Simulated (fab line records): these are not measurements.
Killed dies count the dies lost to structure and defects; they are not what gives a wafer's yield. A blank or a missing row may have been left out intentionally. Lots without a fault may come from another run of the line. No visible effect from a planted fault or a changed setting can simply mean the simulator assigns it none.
Comparing a struck lot with a sound one :: flow sky130 :: 24 steps out of a route of 708
Sound: wafers L707.2, L707.4, L707.6. Struck: wafers L713.2, L713.3, L713.6. At the end, the cause is stated.
Order at every step that has rows: each side's tool, ch and its chambers, its first start. Under that, the readings that differ: sound wafers :: struck wafers :: difference of the means :: sigmas: that difference in standard deviations of wafers without a fault.
alike: readings whose means differ by less than 2 such deviations, and words and numbers that are the same on both sides. not compared: withheld readings, readings that some wafer has no value for, bounds like >300 that may hide the same value, and numbers for which the record gives no deviation and whose values overlap.
A row with sigmas, a row that says differs or no value, or rows on one side alone: a step with any of these is where the two part. Non-overlapping numbers with no deviation appear without sigmas and do not part them. A reading that every wafer of one side lacks parts them only if that side has two wafers or more.

SKY_LI_CONTACT_SPUTTER_19: material Ti, target thk 20 nm, time 106.37 s.
  sound on pvd sputter-03 at day 30 10:34; struck on pvd sputter-03 at day 32 16:54
  alike: throttle valve pct
SKY_LI_CONTACT_SPUTTER_20: material TiN, target thk 20 nm, time 80 s.
  sound on pvd sputter-03 at day 30 10:38; struck on pvd sputter-03 at day 32 16:59
  alike: throttle valve pct
SKY_LI_CONTACT_CVD_21: deposits W, target thk 400 nm, time 120.56 s.
  sound on cvd w-01 ch 0,1, day 30 10:41; struck on cvd w-02 ch 1, day 32 17:02
  alike: heater power w
SKY_LI_CONTACT_RS_MEAS_22: uses a four-point probe to measure.
  sound on film metro-01 at day 30 10:50; struck on film metro-03 at day 32 17:11
  alike: LI_CONTACT_W_RS
SKY_LI_CONTACT_THK_MEAS_23: measures by xrf.
  sound on film metro-01 at day 30 10:57; struck on film metro-03 at day 32 17:17
  alike: LI_CONTACT_W_THK
SKY_LI_CONTACT_CMP_24: polishes, stops on PSG, t overpolish 20 s, target thk 0 nm.
  sound on cmp-01 ch 0,1,2, day 30 11:03; struck on cmp-02 ch 1,2,3, day 32 17:26
  alike: motor current A, overpolish run s, slurry flow ml min, time to endpoint s
then, 1 step without rows for these wafers: SKY_LOCAL_INTERCONNECT_SPUTTER_00 (material TiN, target thk 100 nm, time 83.3 s).
SKY_LOCAL_INTERCONNECT_RS_MEAS_01: uses a four-point probe to measure.
  sound on film metro-01 at day 30 11:23; struck on film metro-04 at day 32 17:44
  alike: LOCAL_INTERCONNECT_TIN_RS
SKY_LOCAL_INTERCONNECT_THK_MEAS_02: measures by xrf.
  sound on film metro-01 at day 30 11:29; struck on film metro-04 at day 32 17:50
  alike: LOCAL_INTERCONNECT_TIN_THK
then, 3 steps without rows for these wafers: SKY_LOCAL_INTERCONNECT_DEHYDRATE_03 (time 60 s); SKY_LOCAL_INTERCONNECT_HMDS_04 (prime time 60 s); SKY_LOCAL_INTERCONNECT_COAT_05 (resist thk 60 nm).
SKY_LOCAL_INTERCONNECT_COAT_06: resist thk 450 nm.
  sound on litho track-03 ch 0, day 31 01:00; struck on litho track-02 ch 0, day 33 06:00
reading: spin speed rpm (rpm)
sound: 2996.5 3002.1 2991.9
struck: 3120.1 3128.4 3119.3
difference: +125.8
sigmas: +52

reading: model.KrF-thick_of_LOCAL_INTERCONNECT_COAT_06.thk nm (nm)
sound: 449.9 451.3 450.2
struck: 441.3 441 441.6
difference: -9.2
sigmas: 
then, 4 steps without rows for these wafers: SKY_LOCAL_INTERCONNECT_SOFTBAKE_07 (time 90 s); SKY_LOCAL_INTERCONNECT_EXPOSE_08 (exposes mask LI1M, target cd 170 nm); SKY_LOCAL_INTERCONNECT_PEB_09; SKY_LOCAL_INTERCONNECT_DEVELOP_10 (develop time 60 s).
SKY_LOCAL_INTERCONNECT_CD_MEAS_11: the cd target is 170 nm.
  sound on cd sem-02 at day 31 16:55; struck on cd sem-01 at day 33 19:51
  alike: cd nm
SKY_LOCAL_INTERCONNECT_OVL_MEAS_12:
  sound on overlay-02 at day 31 17:01; struck on overlay-01 at day 33 19:58
  alike: LOCAL_INTERCONNECT_OVL
SKY_LOCAL_INTERCONNECT_ETCH_13: etches BARC in N2/H2, stops on SiO2, time 45.9 s, target depth 60 nm.
  sound on rie metal-04 ch 0, day 31 17:03; struck on rie metal-01 ch 1, day 33 19:59
reading: drypump motor current A (A)
sound: 6.1 6.2 6.1
struck: 5.1 5.1 5.1
difference: -1.0
sigmas: -2
  alike: he backside leak sccm, oes product au, rf fwd power W, throttle valve pct
  not compared: rf hours counter h
SKY_LOCAL_INTERCONNECT_METAL_ETCH_14: etches TiN in Cl2/BCl3, stops on PSG, target depth 110 nm, time 30.26 s.
  sound on rie metal-04 ch 0, day 31 17:07; struck on rie metal-01 ch 1, day 33 20:03
reading: drypump motor current A (A)
sound: 6.2 6.1 6.2
struck: 5.1 5.1 5.1
difference: -1.1
sigmas: -2

reading: model.KrF-thick_of_LOCAL_INTERCONNECT_COAT_06.thk nm (nm)
sound: 348.9 349.9 349
struck: 339.8 339.5 339.7
difference: -9.6
sigmas: 
  alike: he backside leak sccm, oes product au, rf fwd power W, throttle valve pct
  not compared: rf hours counter h
SKY_LOCAL_INTERCONNECT_STRIP_15: strips in O2/N2.
  sound on plasma asher-01 ch 0, day 31 17:10; struck on plasma asher-02 ch 0, day 33 20:06
reading: strip time to endpoint s (s)
sound: 4.736 4.728 4.732
struck: 4.628 4.633 4.611
difference: -0.108
sigmas: -4
  alike: drypump motor current A, oes product au
  not compared: rf hours counter h
then, 1 step without rows for these wafers: SKY_LOCAL_INTERCONNECT_STRIP_16 (strips in post etch residue remover, time 1200 s).
-- record jumps: 15 days separate the struck wafers' starts on either side; left off in module LOCAL_INTERCONNECT, taken up again in module PAD_OPEN, whose first shown step is the route's number 708 --
SKY_PAD_OPEN_PROBE_99:
  sound on prober-01 at day 46 23:02; struck on prober-02 at day 48 10:36
  alike: killed_at_M0_to_M3, killed_at_M4_up, killed at contacts, killed at front end, killed at other, killed dies, killed on rim, killed open, killed short

== WHERE THEY PART ==
Last at SKY_LOCAL_INTERCONNECT_STRIP_15 as far as this record goes, first at SKY_LOCAL_INTERCONNECT_COAT_06. Later steps at which nothing parts them and some readings are alike: SKY_PAD_OPEN_PROBE_99.

WHY: the cause the simulator had injected
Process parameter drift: litho track-02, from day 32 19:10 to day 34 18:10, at SKY_LOCAL_INTERCONNECT_COAT_06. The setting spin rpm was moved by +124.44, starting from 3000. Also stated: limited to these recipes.
